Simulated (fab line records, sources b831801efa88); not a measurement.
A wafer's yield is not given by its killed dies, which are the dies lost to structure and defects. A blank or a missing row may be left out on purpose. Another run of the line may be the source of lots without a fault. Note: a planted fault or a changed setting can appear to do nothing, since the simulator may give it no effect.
Lot-split experiment    flow sfq line    23 wafers read from 5 lots, route of 325 steps

THE SPLIT
At SFQ_TRILAYER_I2_VIA_LITHO_COAT_072 (resist thk 62 nm), the setting resist thk nm was moved away from the recipe's 62 nm on 4 of the 23 wafers read, by -5.5% to -4.8%. The other wafers ran this setting at the recipe's value.

There is no step in the file separating the split from the reading.

THE READING
oes product au, in a.u., at SFQ_TRILAYER_I2_VIA_BARC_OPEN_VIA_ETCH_096 (etches BARC in O2, target depth 125 nm, time 41.7 s). On this fab line, fault-free wafers typically give 0.685 a.u. with a standard deviation of 0.0041 a.u.

wafer   tool, chamber at the split  resist thk nm as run, nm  against the recipe  oes product au, a.u.  against lot-mates on the recipe
L074.1  litho track-02, 0           62                        recipe              0.687                 -
L074.2  litho track-02, 0           62                        recipe              0.687                 -
L074.4  litho track-02, 0           62                        recipe              0.682                 -
L074.5  litho track-02, 0           62                        recipe              0.688                 -
L074.6  litho track-02, 0           62                        recipe              0.688                 -
L077.4  litho track-02, 0           62                        recipe              0.681                 -
L077.5  litho track-02, 0           62                        recipe              0.681                 -
L077.6  litho track-02, 0           62                        recipe              0.684                 -
L078.1  litho track-04, 0           58.58                     -5.5%               0.667                 -0.021
L078.2  litho track-04, 0           62                        recipe              0.689                 -
L078.4  litho track-04, 0           58.58                     -5.5%               0.673                 -0.015
L078.5  litho track-04, 0           62                        recipe              0.687                 -
L078.6  litho track-04, 0           62                        recipe              0.688                 -
L080.1  litho track-02, 0           62                        recipe              0.686                 -
L080.3  litho track-02, 0           59.01                     -4.8%               0.669                 -0.018
L080.4  litho track-02, 0           59.01                     -4.8%               0.669                 -0.018
L080.5  litho track-02, 0           62                        recipe              0.686                 -
L080.6  litho track-02, 0           62                        recipe              0.690                 -
L084.1  litho track-02, 0           62                        recipe              0.684                 -
L084.2  litho track-02, 0           62                        recipe              0.685                 -
L084.3  litho track-02, 0           62                        recipe              0.684                 -
L084.5  litho track-02, 0           62                        recipe              0.683                 -
L084.6  litho track-02, 0           62                        recipe              0.684                 -

FIT RESULTS
A straight line over all 23 wafers: oes product au changes by +0.00307 a.u. for each +1% of resist thk nm; r = +0.92; the points scatter about the line by 0.0027 a.u.
The same after taking each lot's own level away (the mean of its wafers on the recipe; 23 wafers): +0.00349 a.u. for each +1%; r = +0.97; scatter 0.0018 a.u.
According to that fit, moving resist thk nm by its largest amount changes the reading by 0.019 a.u.
Across the lots, their own levels run from 0.6820 to 0.6880 a.u., a range of 1.5 times the standard deviation given above.
Thus the slope moves with the lot-to-lot level: the two fits are different.
Check: for one of the wafers moved furthest among these (-5.5%), held out of the fit, the line's prediction against its lot-mates is -0.0186 a.u. It came out at -0.021 a.u. against them.

THE OTHER SPLITS THESE WAFERS WENT THROUGH
Other splits were also applied to these wafers ahead of the reading. Each is held against what the fit with the lots' levels taken away leaves over:
other split on the same wafers            wafers away from the commonest value  r with oes product au (lot level and that fit taken away)
SFQ_TRILAYER_M2_LITHO_PEB_060 peb time s  10                                    +0.04
SFQ_TRILAYER_I2_DEP_PECVD_063 time s      5                                     +0.21

THE WHOLE CHAIN: every reading that the file lists as answering this split, in the file's order
step                                        what it does                                         reading                                                                                         change (the file's fit)                    r (the file's)
SFQ_TRILAYER_I2_VIA_LITHO_COAT_072          resist thk 62 nm                                     BARC_of_TRILAYER_I2_VIA_LITHO_COAT_072.thk nm (the simulator's own value, which no gauge read)  +0.624 nm for each +1% of the setting      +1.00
SFQ_TRILAYER_I2_VIA_BARC_OPEN_VIA_ETCH_096  etches BARC in O2, target depth 125 nm, time 41.7 s  oes product au                                                                                  +0.00357 a.u. for each +1% of the setting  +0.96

FILE'S OWN FIT
oes product au changes by +0.00357 a.u. for each +1% of resist thk nm, r = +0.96.
